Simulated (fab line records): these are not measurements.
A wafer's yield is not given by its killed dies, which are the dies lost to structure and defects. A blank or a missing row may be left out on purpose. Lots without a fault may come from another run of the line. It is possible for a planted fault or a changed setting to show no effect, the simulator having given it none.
fab line records | flow gf180mcu
[record] lots = 24 wafers = 72 lastDay = 34
route steps=602 shown M2@365 V4@500 MIM@503 M5@536 V5@541
lots untouched by any fault: they come from a run of this same line in which no faults occurred
startH: the number of hours between the record's first day and the start of the first shown wafer of the lot | waitH: how many hours have passed since the lot's step before this one | " identical to the entry in the row above | L1.1+2: one row covering several wafers at once | - no value present, or no start provided | * or withheld: withheld | < > ~ a bound
route shown NAME@n: NAME is a module with steps in the file, n the number in the route of the first one | usual: mean/standard deviation of fault-free wafers | same: alike in all rows | chamber/n: place in a boat | sites: readings site by site | _std_site: how widely they spread, as a standard deviation | _edge_site: outer sites' mean less inner sites' | radiusMm: for every site, how far away it sits from the centre of the wafer | mask NAME#n: copy n | behind: tool/chamber where the wafer was last shaped | hold: cause of the lot's hold/its duration in hours/its outcome | device: which transistor (n, p or np) failed to switch | end of line: tests run on the same wafers once the route is complete | a step without rows: its recipe alone | killed: count of dies lost to structure and defects at first sort (not the wafer's yield) | map: dies across one wafer; x = killed, . = not, _ = none there
set.NAME: the setting that was run; set.NAME@STEP: the one run at that earlier step | model.NAME: the simulator's own value behind a step, which no gauge read
one table for each step of the route and one row for each wafer, over a sample of lots
services: the hour from which a tool's chamber was out of use, counted from the record's first day as startH (under 0 if before that day), plus the number of hours and why
[[steps]]
[step GF_M2_SPUTTER_03]
[recipe] material = Ti targetThkNm = 10 substrateTempC = 300 chamberPressurePa = 0.3 powerW = 3000 timeS = 6.7
[usual] throttleValvePct = 30.2/1.6
// columns lot.wafer tool chamber startH waitH throttleValvePct
L075.4 pvdSputter-04 - 422.16 0.0 29.6
L075.5 " - " " 30.7
L075.6 " - " " 29.1
L074.1 pvdSputter-01 - 426.05 0.0 32.4
L074.3 " - " " 29.8
L074.6 " - " " 30.0
L076.1 pvdSputter-01 - 434.19 0.0 33.0
L076.3 " - " " 32.8
L076.4 " - " " 33.1
L077.1 pvdSputter-01 - 442.35 0.0 29.9
L077.5 " - " " 33.0
L077.6 " - " " 32.7
L078.1 pvdSputter-03 - 445.26 0.0 29.6
L078.2 " - " " 27.0
L078.4 " - " " 30.0
L079.2 pvdSputter-03 - 456.95 0.0 27.6
L079.4 " - " " 29.4
L079.5 " - " " 27.4
L080.1 pvdSputter-03 - 462.76 0.0 30.8
L080.4 " - " " 29.9
L080.5 " - " " 29.9
L081.1 pvdSputter-01 - 473.97 0.0 32.2
L081.2 " - " " 31.0
L081.3 " - " " 29.7
L082.3 pvdSputter-01 - 482.53 0.0 29.9
L082.4 " - " " 32.7
L082.6 " - " " 33.0
L083.2 pvdSputter-03 - 490.52 0.0 30.1
L083.4 " - " " 29.5
L083.6 " - " " 29.6
L084.2 pvdSputter-03 - 498.42 0.0 29.8
L084.3 " - " " 30.1
L084.5 " - " " 29.8
L085.3 pvdSputter-03 - 508.16 0.0 27.3
L085.4 " - " " 29.5
L085.6 " - " " 30.8
L086.2 pvdSputter-04 - 508.92 0.0 30.7
L086.3 " - " " 29.2
L086.4 " - " " 29.3
L087.1 pvdSputter-03 - 533.53 0.0 30.3
L087.4 " - " " 29.7
L087.5 " - " " 27.1
L088.1 pvdSputter-04 - 539.13 0.0 29.7
L088.3 " - " " 28.2
L088.6 " - " " 30.6
L089.4 pvdSputter-01 - 545.20 0.0 32.8
L089.5 " - " " 30.8
L089.6 " - " " 33.2
L090.1 pvdSputter-01 - 553.22 0.0 32.6
L090.3 " - " " 29.9
L090.5 " - " " 30.1
L091.3 pvdSputter-03 - 577.03 0.0 27.5
L091.5 " - " " 29.4
L091.6 " - " " 27.2
L092.1 pvdSputter-01 - 586.79 0.0 31.1
L092.2 " - " " 29.9
L092.6 " - " " 32.9
L093.1 pvdSputter-04 - 587.09 0.0 30.0
L093.2 " - " " 28.3
L093.4 " - " " 30.4
L095.2 pvdSputter-04 - 598.13 0.0 29.0
L095.4 " - " " 29.8
L095.5 " - " " 29.1
L094.2 pvdSputter-03 - 605.72 0.0 29.5
L094.5 " - " " 29.7
L094.6 " - " " 31.1
L096.1 pvdSputter-04 - 610.66 0.0 29.6
L096.2 " - " " 29.1
L096.6 " - " " 28.4
L097.1 pvdSputter-04 - 617.52 0.0 29.6
L097.2 " - " " 29.2
L097.4 " - " " 30.6
[step GF_M2_STRIP_17]
[recipe] chemistry = O2/N2 powerW = 1400 pressureMtorr = 1500 platenTempC = 250 o2FlowSccm = 3000 n2FlowSccm = 300 overashFraction = 0.5
[usual] drypumpMotorCurrentA = 5.8/0.35 heaterPowerW = 336/41 oesProductAu = 0.558/0.005 stripTimeToEndpointS = 7.88/0.043
// columns lot.wafer tool chamber startH waitH drypumpMotorCurrentA heaterPowerW oesProductAu rfHoursCounterH stripTimeToEndpointS
L075.4 plasmaAsher-03 1 445.91 0.1 6.6 308 0.556 - 7.91
L075.5 " 0 " " 5.9 312 0.561 - 7.91
L075.6 " 1 " " 6.5 304 0.556 - 7.90
L074.1 plasmaAsher-04 1 449.16 0.1 5.7 409 0.551 34 7.84
L074.3 " 1 " " 5.8 409 0.568 - 7.85
L074.6 " 0 " " 5.6 306 0.544 - 7.84
L076.1 plasmaAsher-04 0 458.32 0.1 5.6 304 0.562 35 7.86
L076.3 " 0 " " 5.6 307 0.567 - 7.88
L076.4 " 1 " " 5.7 399 0.558 - 7.83
L077.1 plasmaAsher-03 1 466.76 0.1 6.6 305 0.556 65 7.89
L077.5 " 1 " " 6.6 311 0.560 - 7.89
L077.6 " 0 " " 5.9 321 0.550 - 7.89
L078.1 plasmaAsher-04 1 469.11 0.1 5.7 412 0.551 35 7.81
L078.2 " 0 " " 5.6 316 0.562 35 7.93
L078.4 " 1 " " 5.7 406 0.561 - 7.90
L079.2 plasmaAsher-04 0 480.87 0.1 5.7 312 0.557 36 7.87
L079.4 " 1 " " 5.8 406 0.558 - 7.84
L079.5 " 1 " " 5.7 399 0.558 - 7.78
L080.1 plasmaAsher-02 0 487.41 0.1 5.2 304 0.566 89 7.91
L080.4 " 1 " " 5.8 322 0.567 - 7.93
L080.5 " 1 " " 5.8 323 0.557 - 7.91
L081.1 plasmaAsher-02 0 498.12 0.1 5.2 318 0.561 91 7.86
L081.2 " 1 " " 5.7 328 0.561 91 7.88
L081.3 " 0 " " 5.3 302 0.550 - 7.90
L082.3 plasmaAsher-04 0 506.25 0.1 5.6 304 0.552 - 7.81
L082.4 " 1 " " 5.7 407 0.559 - 7.82
L082.6 " 0 " " 5.7 317 0.558 - 7.87
L083.2 plasmaAsher-02 1 514.48 0.1 5.8 326 0.555 92 7.87
L083.4 " 1 " " 5.8 323 0.537 - 7.82
L083.6 " 0 " " 5.2 314 0.548 - 7.86
L084.2 plasmaAsher-03 0 522.06 0.1 5.9 319 0.558 70 7.81
L084.3 " 1 " " 6.6 305 0.563 - 7.82
L084.5 " 0 " " 5.9 313 0.563 - 7.83
L085.3 plasmaAsher-04 1 531.53 0.1 5.7 405 0.561 - 7.88
L085.4 " 0 " " 5.7 308 0.551 - 7.89
L085.6 " 1 " " 5.7 398 0.555 - 7.89
L086.2 plasmaAsher-04 0 532.48 0.1 5.6 312 0.551 42 7.84
L086.3 " 0 " " 5.7 305 0.557 - 7.85
L086.4 " 1 " " 5.7 401 0.559 - 7.85
L087.1 plasmaAsher-02 0 556.32 0.1 5.2 321 0.557 97 7.93
L087.4 " 0 " " 5.2 317 0.559 - 7.91
L087.5 " 1 " " 5.8 335 0.562 - 7.92
L088.1 plasmaAsher-02 0 561.66 0.1 5.2 310 0.559 97 7.97
L088.3 " 0 " " 5.2 327 0.556 - 7.95
L088.6 " 1 " " 5.8 329 0.558 - 7.92
L089.4 plasmaAsher-04 1 567.90 0.1 5.7 400 0.556 - 7.88
L089.5 " 1 " " 5.7 408 0.564 - 7.89
L089.6 " 0 " " 5.6 308 0.562 - 7.90
L090.1 plasmaAsher-03 1 574.72 0.1 6.5 302 0.563 76 7.94
L090.3 " 1 " " 6.5 305 0.560 - 7.88
L090.5 " 1 " " 6.6 303 0.563 - 7.95
L091.3 plasmaAsher-03 0 598.28 0.1 5.9 315 0.557 - 7.90
L091.5 " 0 " " 5.9 312 0.557 - 7.93
L091.6 " 1 " " 6.6 299 0.566 - 7.88
L092.1 plasmaAsher-04 0 608.16 0.1 5.6 310 0.558 50 7.91
L092.2 " 1 " " 5.7 407 0.567 50 7.85
L092.6 " 1 " " 5.7 399 0.562 - 7.87
L093.1 plasmaAsher-03 1 608.35 0.1 6.5 304 0.559 79 7.92
L093.2 " 0 " " 5.9 308 0.554 79 7.95
L093.4 " 1 " " 6.5 298 0.554 - 7.88
L095.2 plasmaAsher-04 0 618.50 0.1 5.6 304 0.559 51 7.84
L095.4 " 0 " " 5.6 309 0.552 - 7.82
L095.5 " 0 " " 5.7 319 0.555 - 7.84
L094.2 plasmaAsher-02 0 627.17 0.1 5.3 311 0.561 104 7.95
L094.5 " 0 " " 5.3 319 0.566 - 7.98
L094.6 " 1 " " 5.8 339 0.557 - 7.94
L096.1 plasmaAsher-04 1 632.20 0.1 5.7 408 0.556 52 7.88
L096.2 " 0 " " 5.7 312 0.547 52 7.81
L096.6 " 1 " " 5.8 408 0.556 - 7.84
L097.1 plasmaAsher-04 0 638.07 0.1 5.7 312 0.561 53 7.84
L097.2 " 1 " " 5.7 403 0.559 53 7.90
L097.4 " 0 " " 5.6 309 0.560 - 7.85
[step GF_V4_RS_MEAS_24]
[recipe] thkMeasGauge = four-point-probe reads = W_of_V4_CVD_23+TiN_of_V4_SPUTTER_22+Ti_of_V4_SPUTTER_21
[usual] V4_W_RS = 0.3266/0.0029
// columns lot.wafer tool chamber startH waitH V4_W_RS[ohm/sq]
L075.4 filmMetro-03 - 567.62 0.1 0.3330
L075.5 " - " " 0.3316
L075.6 " - " " 0.3263
L074.1 filmMetro-03 - 573.20 0.1 0.3279
L074.3 " - " " 0.3281
L074.6 " - " " 0.3275
L076.1 filmMetro-03 - 581.64 0.1 0.3295
L076.3 " - " " 0.3311
L076.4 " - " " 0.3280
L077.1 filmMetro-01 - 588.88 0.1 0.3238
L077.5 " - " " 0.3276
L077.6 " - " " 0.3290
L078.1 filmMetro-01 - 590.15 0.1 0.3286
L078.2 " - " " 0.3275
L078.4 " - " " 0.3248
L079.2 filmMetro-02 - 600.73 0.1 0.3274
L079.4 " - " " 0.3256
L079.5 " - " " 0.3243
L080.1 filmMetro-03 - 608.07 0.1 0.3304
L080.4 " - " " 0.3286
L080.5 " - " " 0.3328
L081.1 filmMetro-03 - 617.52 0.1 0.3276
L081.2 " - " " 0.3299
L081.3 " - " " 0.3287
L082.3 filmMetro-02 - 625.11 0.1 0.3316
L082.4 " - " " 0.3263
L082.6 " - " " 0.3273
L083.2 filmMetro-02 - 632.21 0.2 0.3263
L083.4 " - " " 0.3316
L083.6 " - " " 0.3285
L084.2 filmMetro-01 - 638.53 0.1 0.3247
L084.3 " - " " 0.3245
L084.5 " - " " 0.3238
L085.3 filmMetro-03 - 647.56 0.1 0.3258
L085.4 " - " " 0.3265
L085.6 " - " " 0.3279
L086.2 filmMetro-02 - 648.24 0.1 0.3324
L086.3 " - " " 0.3277
L086.4 " - " " 0.3297
L087.1 filmMetro-01 - 670.37 0.1 0.3266
L087.4 " - " " 0.3292
L087.5 " - " " 0.3287
L088.1 filmMetro-03 - 673.01 0.1 0.3280
L088.3 " - " " 0.3272
L088.6 " - " " 0.3255
L089.4 filmMetro-03 - 679.00 0.1 0.3275
L089.5 " - " " 0.3285
L089.6 " - " " 0.3298
L090.1 filmMetro-02 - 684.29 0.1 0.3213
L090.3 " - " " 0.3277
L090.5 " - " " 0.3265
L091.3 filmMetro-03 - 705.62 0.1 0.3270
L091.5 " - " " 0.3250
L091.6 " - " " 0.3245
L093.1 filmMetro-03 - 715.16 0.1 0.3235
L093.2 " - " " 0.3218
L093.4 " - " " 0.3233
L092.1 filmMetro-02 - 715.93 0.1 0.3309
L092.2 " - " " 0.3223
L092.6 " - " " 0.3255
L095.2 filmMetro-01 - 724.08 0.1 0.3228
L095.4 " - " " 0.3239
L095.5 " - " " 0.3318
L094.2 filmMetro-03 - 730.33 0.1 0.3303
L094.5 " - " " 0.3298
L094.6 " - " " 0.3236
L096.1 filmMetro-03 - 734.53 0.1 0.3225
L096.2 " - " " 0.3202
L096.6 " - " " 0.3233
L097.1 filmMetro-03 - 740.06 0.1 0.3230
L097.2 " - " " 0.3218
L097.4 " - " " 0.3266
[step GF_MIM_SPUTTER_00]
[recipe] material = Ti targetThkNm = 37.5 arrivingIonEnergyEv = 80 substrateTempC = 200 chamberPressurePa = 2 powerW = 4000 timeS = 150
[usual] throttleValvePct = 30.0/1.6
// columns lot.wafer tool chamber startH waitH throttleValvePct
L075.4 pvdSputter-03 - 568.04 0.1 27.3
L075.5 " - " " 30.2
L075.6 " - " " 31.0
L074.1 pvdSputter-01 - 573.79 0.1 32.8
L074.3 " - " " 32.6
L074.6 " - " " 33.0
L076.1 pvdSputter-03 - 582.12 0.1 31.0
L076.3 " - " " 27.5
L076.4 " - " " 27.4
L077.1 pvdSputter-03 - 589.36 0.1 29.5
L077.5 " - " " 27.4
L077.6 " - " " 31.0
L078.1 pvdSputter-03 - 590.63 0.1 27.4
L078.2 " - " " 29.6
L078.4 " - " " 27.0
L079.2 pvdSputter-02 - 601.19 0.2 30.1
L079.4 " - " " 28.9
L079.5 " - " " 28.9
L080.1 pvdSputter-02 - 608.55 0.1 30.5
L080.4 " - " " 29.7
L080.5 " - " " 30.1
L081.1 pvdSputter-03 - 618.00 0.1 29.6
L081.2 " - " " 29.9
L081.3 " - " " 27.3
L082.3 pvdSputter-03 - 625.55 0.2 31.2
L082.4 " - " " 29.9
L082.6 " - " " 27.3
L083.2 pvdSputter-01 - 632.79 0.1 32.7
L083.4 " - " " 31.0
L083.6 " - " " 32.5
L084.2 pvdSputter-02 - 638.99 0.2 29.8
L084.3 " - " " 29.6
L084.5 " - " " 28.8
L085.3 pvdSputter-03 - 648.00 0.1 29.6
L085.4 " - " " 30.1
L085.6 " - " " 29.6
L086.2 pvdSputter-01 - 648.70 0.2 32.4
L086.3 " - " " 29.7
L086.4 " - " " 32.4
L087.1 pvdSputter-01 - 670.85 0.1 29.8
L087.4 " - " " 32.6
L087.5 " - " " 33.2
L088.1 pvdSputter-01 - 673.49 0.1 32.7
L088.3 " - " " 32.9
L088.6 " - " " 30.6
L089.4 pvdSputter-03 - 679.42 0.2 27.4
L089.5 " - " " 30.1
L089.6 " - " " 27.4
L090.1 pvdSputter-03 - 684.77 0.2 31.0
L090.3 " - " " 29.9
L090.5 " - " " 29.6
L091.3 pvdSputter-03 - 706.31 0.2 29.7
L091.5 " - " " 27.4
L091.6 " - " " 29.8
L093.1 pvdSputter-03 - 715.65 0.2 29.5
L093.2 " - " " 30.3
L093.4 " - " " 31.4
L092.1 pvdSputter-02 - 716.41 0.2 29.7
L092.2 " - " " 30.0
L092.6 " - " " 30.2
L095.2 pvdSputter-01 - 724.54 0.2 33.1
L095.4 " - " " 32.7
L095.5 " - " " 32.6
L094.2 pvdSputter-03 - 730.84 0.2 30.2
L094.5 " - " " 31.0
L094.6 " - " " 29.9
L096.1 pvdSputter-02 - 735.01 0.2 29.7
L096.2 " - " " 28.8
L096.6 " - " " 30.1
L097.1 pvdSputter-03 - 740.54 0.2 30.1
L097.2 " - " " 31.0
L097.4 " - " " 29.7
[step GF_M5_METAL_ETCH_10]
[recipe] chemistry = Cl2/BCl3 maskMaterial = KrF targetDepthNm = 627.5 stopOn = SiO2 pressureMtorr = 8 icpW = 800 biasW = 140 Cl2_flow_sccm = 80 bcl3FlowSccm = 40 timeS = 104.6
[usual] drypumpMotorCurrentA = 5.5/0.69 mfcCl2Sccm = 80.06/0.27 oesProductAu = 0.974/0.0059 throttleValvePct = 28.247/0.0098
// columns lot.wafer tool chamber startH waitH drypumpMotorCurrentA mfcCl2Sccm oesProductAu rfHoursCounterH throttleValvePct
L075.4 rieMetal-01 0 610.95 0.0 4.6 80.22 0.976 - 28.255
L075.5 " 0 " " 4.6 80.39 0.969 - 28.240
L075.6 " 1 " " 5.3 80.32 0.968 - 28.250
L074.1 rieMetal-01 0 617.16 0.0 4.6 79.77 0.977 11 28.267
L074.3 " 0 " " 4.6 79.93 0.970 - 28.231
L074.6 " 0 " " 4.6 79.35 0.967 - 28.264
L076.1 rieMetal-02 1 625.86 0.0 6.8 79.83 0.971 11 28.259
L076.3 " 1 " " 6.8 79.65 0.973 - 28.249
L076.4 " 0 " " 5.7 80.26 0.975 - 28.245
L077.1 rieMetal-01 0 631.58 0.0 4.6 80.26 0.980 11 28.242
L077.5 " 0 " " 4.6 79.89 0.977 - 28.249
L077.6 " 1 " " 5.3 80.14 0.975 - 28.254
L078.1 rieMetal-03 1 633.91 0.0 5.7 80.38 0.960 5 28.255
L078.2 " 0 " " 5.2 80.32 0.970 4 28.239
L078.4 " 0 " " 5.2 80.18 0.964 - 28.258
L079.2 rieMetal-03 0 644.26 0.0 5.1 79.69 0.977 5 28.236
L079.4 " 1 " " 5.7 79.90 0.974 - 28.230
L079.5 " 1 " " 5.7 80.15 0.983 - 28.238
L080.1 rieMetal-03 1 650.51 0.0 5.8 80.04 0.967 6 28.239
L080.4 " 1 " " 5.7 79.57 0.969 - 28.256
L080.5 " 0 " " 5.1 79.87 0.974 - 28.248
L081.1 rieMetal-01 1 659.16 0.0 5.3 79.99 0.971 9 28.240
L081.2 " 0 " " 4.6 80.01 0.972 12 28.242
L081.3 " 1 " " 5.3 80.22 0.982 - 28.248
L082.3 rieMetal-01 1 665.79 0.0 5.3 79.89 0.971 - 28.257
L082.4 " 0 " " 4.6 79.89 0.967 - 28.258
L082.6 " 0 " " 4.6 79.29 0.971 - 28.261
L083.2 rieMetal-02 0 674.52 0.0 5.6 80.27 0.982 - 28.225
L083.4 " 0 " " 5.6 80.30 0.971 - 28.242
L083.6 " 0 " " 5.7 80.10 0.982 - 28.244
L084.2 rieMetal-01 0 678.68 0.0 4.6 80.03 0.984 13 28.256
L084.3 " 0 " " 4.6 80.15 0.977 - 28.239
L084.5 " 1 " " 5.3 80.55 0.975 - 28.231
L085.3 rieMetal-03 0 687.24 0.0 5.1 79.88 0.968 - 28.272
L085.4 " 1 " " 5.8 80.11 0.978 - 28.250
L085.6 " 0 " " 5.1 79.95 0.975 - 28.258
L086.2 rieMetal-02 0 687.32 0.0 5.6 80.27 0.979 - 28.232
L086.3 " 0 " " 5.6 80.40 0.972 - 28.249
L086.4 " 0 " " 5.6 80.20 0.984 - 28.233
L087.1 rieMetal-02 1 708.86 0.0 6.8 80.17 0.972 0 28.248
L087.4 " 1 " " 6.8 80.17 0.985 - 28.226
L087.5 " 0 " " 5.6 79.77 0.974 - 28.252
L088.1 rieMetal-03 1 712.46 0.0 5.8 80.04 0.975 7 28.243
L088.3 " 1 " " 5.7 80.19 0.979 - 28.248
L088.6 " 1 " " 5.8 80.07 0.973 - 28.257
L089.4 rieMetal-02 1 715.95 0.0 6.8 80.16 0.978 - 28.256
L089.5 " 1 " " 6.8 79.75 0.973 - 28.241
L089.6 " 0 " " 5.6 80.42 0.976 - 28.246
L090.1 rieMetal-02 1 722.18 0.0 6.8 80.10 0.984 1 28.227
L090.3 " 1 " " 6.8 80.30 0.975 - 28.235
L090.5 " 1 " " 6.8 80.41 0.983 - 28.242
L091.3 rieMetal-01 1 741.22 0.0 5.3 80.05 0.979 - 28.236
L091.5 " 0 " " 4.7 79.56 0.966 - 28.241
L091.6 " 1 " " 5.3 79.98 0.978 - 28.236
L093.1 rieMetal-03 0 751.63 0.0 5.2 79.74 0.974 8 28.245
L093.2 " 1 " " 5.7 80.19 0.973 9 28.262
L093.4 " 1 " " 5.7 79.96 0.968 - 28.245
L092.1 rieMetal-01 1 751.98 0.0 5.2 79.75 0.967 12 28.246
L092.2 " 0 " " 4.6 79.40 0.966 15 28.242
L092.6 " 0 " " 4.7 80.16 0.970 - 28.266
L095.2 rieMetal-03 1 759.46 0.0 5.8 79.73 0.975 9 28.255
L095.4 " 0 " " 5.1 80.39 0.966 - 28.245
L095.5 " 0 " " 5.1 80.19 0.981 - 28.236
L094.2 rieMetal-01 0 764.76 0.0 4.6 79.79 0.972 16 28.253
L094.5 " 1 " " 5.2 80.52 0.976 - 28.250
L094.6 " 0 " " 4.7 80.00 0.978 - 28.239
L096.1 rieMetal-02 1 768.70 0.0 6.8 80.13 0.980 5 28.245
L096.2 " 1 " " 6.8 80.20 0.987 - 28.261
L096.6 " 1 " " 6.8 79.98 0.977 - 28.244
L097.1 rieMetal-02 1 773.55 0.0 6.8 80.05 0.970 5 28.252
L097.2 " 1 " " 6.8 79.72 0.977 - 28.251
L097.4 " 1 " " 6.8 79.93 0.981 - 28.248
[step GF_V5_THK_MEAS_01]
[recipe] reads = SiO2_of_V5_CVD_00
[usual] V5_CVD_00_THK = 301/4.5
// columns lot.wafer tool chamber startH waitH V5_CVD_00_THK[nm]
L075.4 filmMetro-04 - 611.64 0.0 298
L075.5 " - " " 299
L075.6 " - " " 297
L074.1 filmMetro-03 - 617.85 0.0 304
L074.3 " - " " 308
L074.6 " - " " 305
L076.1 filmMetro-02 - 626.55 0.0 296
L076.3 " - " " 298
L076.4 " - " " 299
L077.1 filmMetro-04 - 632.30 0.0 302
L077.5 " - " " 305
L077.6 " - " " 303
L078.1 filmMetro-04 - 634.63 0.0 304
L078.2 " - " " 299
L078.4 " - " " 301
L079.2 filmMetro-04 - 644.96 0.0 310
L079.4 " - " " 304
L079.5 " - " " 300
L080.1 filmMetro-02 - 651.20 0.0 303
L080.4 " - " " 301
L080.5 " - " " 306
L081.1 filmMetro-04 - 659.85 0.0 298
L081.2 " - " " 294
L081.3 " - " " 297
L082.3 filmMetro-04 - 666.50 0.0 311
L082.4 " - " " 305
L082.6 " - " " 307
L083.2 filmMetro-04 - 675.29 0.0 298
L083.4 " - " " 300
L083.6 " - " " 295
L084.2 filmMetro-02 - 679.41 0.0 300
L084.3 " - " " 297
L084.5 " - " " 300
L085.3 filmMetro-02 - 687.92 0.0 304
L085.4 " - " " 308
L085.6 " - " " 302
L086.2 filmMetro-03 - 688.51 0.0 304
L086.3 " - " " 305
L086.4 " - " " 303
L087.1 filmMetro-02 - 709.56 0.0 295
L087.4 " - " " 293
L087.5 " - " " 299
L088.1 filmMetro-04 - 713.15 0.0 307
L088.3 " - " " 306
L088.6 " - " " 304
L089.4 filmMetro-04 - 716.65 0.1 297
L089.5 " - " " 294
L089.6 " - " " 295
L090.1 filmMetro-04 - 723.00 0.0 297
L090.3 " - " " 296
L090.5 " - " " 296
L091.3 filmMetro-04 - 741.92 0.0 305
L091.5 " - " " 304
L091.6 " - " " 306
L093.1 filmMetro-04 - 752.36 0.0 300
L093.2 " - " " 311
L093.4 " - " " 298
L092.1 filmMetro-04 - 752.71 0.0 297
L092.2 " - " " 303
L092.6 " - " " 298
L095.2 filmMetro-03 - 760.19 0.1 300
L095.4 " - " " 299
L095.5 " - " " 299
L094.2 filmMetro-04 - 765.55 0.0 303
L094.5 " - " " 306
L094.6 " - " " 305
L096.1 filmMetro-02 - 769.94 0.0 299
L096.2 " - " " 300
L096.6 " - " " 301
L097.1 filmMetro-04 - 774.40 0.0 295
L097.2 " - " " 297
L097.4 " - " " 295
[[services]]
// columns tool chamber startH hours kind
rieMetal-03 1 402.06 9.9 repair
rieMetal-03 - 410.48 2.8 pm
pvdSputter-01 - 415.10 10.3 repair
pvdSputter-04 - 420.84 0.6 repair
pvdSputter-01 - 422.98 2.2 repair
pvdSputter-04 - 444.49 1.8 repair
plasmaAsher-04 - 460.81 3.2 repair
plasmaAsher-02 - 471.54 1.0 repair
plasmaAsher-04 - 486.05 1.5 repair
plasmaAsher-03 - 515.06 2.8 pm
plasmaAsher-02 - 517.99 1.1 repair
pvdSputter-01 - 519.04 3.0 repair
rieMetal-01 - 520.97 1.2 repair
pvdSputter-01 - 525.80 3.5 repair
pvdSputter-01 - 525.99 3.7 repair
rieMetal-01 - 547.61 2.1 repair
plasmaAsher-02 - 566.17 1.0 repair
rieMetal-03 - 571.90 4.3 pm
plasmaAsher-04 - 576.70 0.7 repair
pvdSputter-01 - 653.32 5.3 repair
plasmaAsher-04 - 688.67 1.4 repair
pvdSputter-01 - 698.74 11.2 repair
rieMetal-02 - 743.80 2.8 pm
plasmaAsher-04 - 767.25 4.5 repair
[[key]]
fault none
